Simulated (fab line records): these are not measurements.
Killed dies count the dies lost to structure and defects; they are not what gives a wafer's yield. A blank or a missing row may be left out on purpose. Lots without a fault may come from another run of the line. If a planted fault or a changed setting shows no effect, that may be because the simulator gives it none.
One fault through the eyes of 2 desks	flow sky130	each desk has only its own numbers; what lay behind them comes last

AT THE TOOL OWNER'S DESK: plasma_asher-03
The tool's own readings at SKY_VT_ADJUST_PCH_STRIP_09 (strips in O2/N2): means of the sampled wafers that have a number, for each lot that ran on this tool. A lot is out of limits, marked OUT, if its mean lies more than 4 standard deviations from the usual mean; the brackets give that distance.
Columns: A = chamber_pressure_mTorr at SKY_VT_ADJUST_PCH_STRIP_09, usual 1500.0 mTorr; B = drypump_motor_current_A at SKY_VT_ADJUST_PCH_STRIP_09, usual 6.2 A; C = oes_product_au at SKY_VT_ADJUST_PCH_STRIP_09, usual 0.723 a.u.; D = strip_time_to_endpoint_s at SKY_VT_ADJUST_PCH_STRIP_09, usual 36.94 s
lot	first seen here	A	B	C	D
L525	day 12 00:55	1500.8	6.4	0.721	37.10
L529	day 13 04:16	1500.0	6.4	0.724	36.73
L533	day 14 12:49	1500.7	6.4	0.723	37.00
L543	day 18 08:49	1499.9	6.4	0.726	36.91
This desk's verdict: no lot among the 4 shows anything out of limits.

THE METROLOGY DESK
What the gauges read, lot by lot, whatever tool the lot ran on: means of the sampled wafers that have a number. A lot is out of limits, marked OUT, if its mean lies more than 4 standard deviations from the usual mean; the brackets give that distance.
Columns: A = VT_ADJUST_PCH_TW at SKY_VT_ADJUST_PCH_TW_MEAS_10, usual 142.2; B = SONOS_TUNNEL_TW at SKY_SONOS_TUNNEL_TW_MEAS_12, usual 196.1
lot	first seen here	A	B
L521	day 10 20:56	141.4	196.9
L522	day 11 03:34	142.0	196.0
L523	day 11 06:11	142.3	197.6
L524	day 11 19:04	142.3	195.0
L525	day 12 01:02	142.1	195.9
L529	day 13 04:22	142.3	195.7
L531	day 13 21:13	140.5	194.7
L533	day 14 12:55	143.2	194.8
L538	day 15 23:46	142.2	29.9 (-99 or more) OUT
L539	day 16 11:11	142.1	29.7 (-99 or more) OUT
L540	day 16 18:13	143.5	29.9 (-99 or more) OUT
L543	day 18 08:55	142.8	195.3
This desk reports L538, L539, L540 out of limits; the earliest was L538 at day 17 04:33 (SONOS_TUNNEL_TW at SKY_SONOS_TUNNEL_TW_MEAS_12). L521, L522, L523, L524, L525, L529, L531, L533, L543 stayed within limits.

BROUGHT TOGETHER
On L538, L539, L540, the metrology desk was in a position to raise an alarm at day 17 04:33.
The tool owner's desk saw nothing out of limits.
The tool owner's desk has no number on record for L538, L539, L540.
Of the lots named, all ran SKY_VT_ADJUST_PCH_STRIP_09 on plasma_asher-03.

WHAT THE SIMULATOR PUT IN
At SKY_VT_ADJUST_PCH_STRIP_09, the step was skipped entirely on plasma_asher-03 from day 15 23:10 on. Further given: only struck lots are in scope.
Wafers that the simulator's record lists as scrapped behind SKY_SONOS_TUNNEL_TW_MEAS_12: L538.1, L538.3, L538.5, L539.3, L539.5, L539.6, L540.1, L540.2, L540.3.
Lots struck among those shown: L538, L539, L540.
Per desk, hours elapsed from the start of the fault to the first reading out of limits: for the metrology desk, 29.
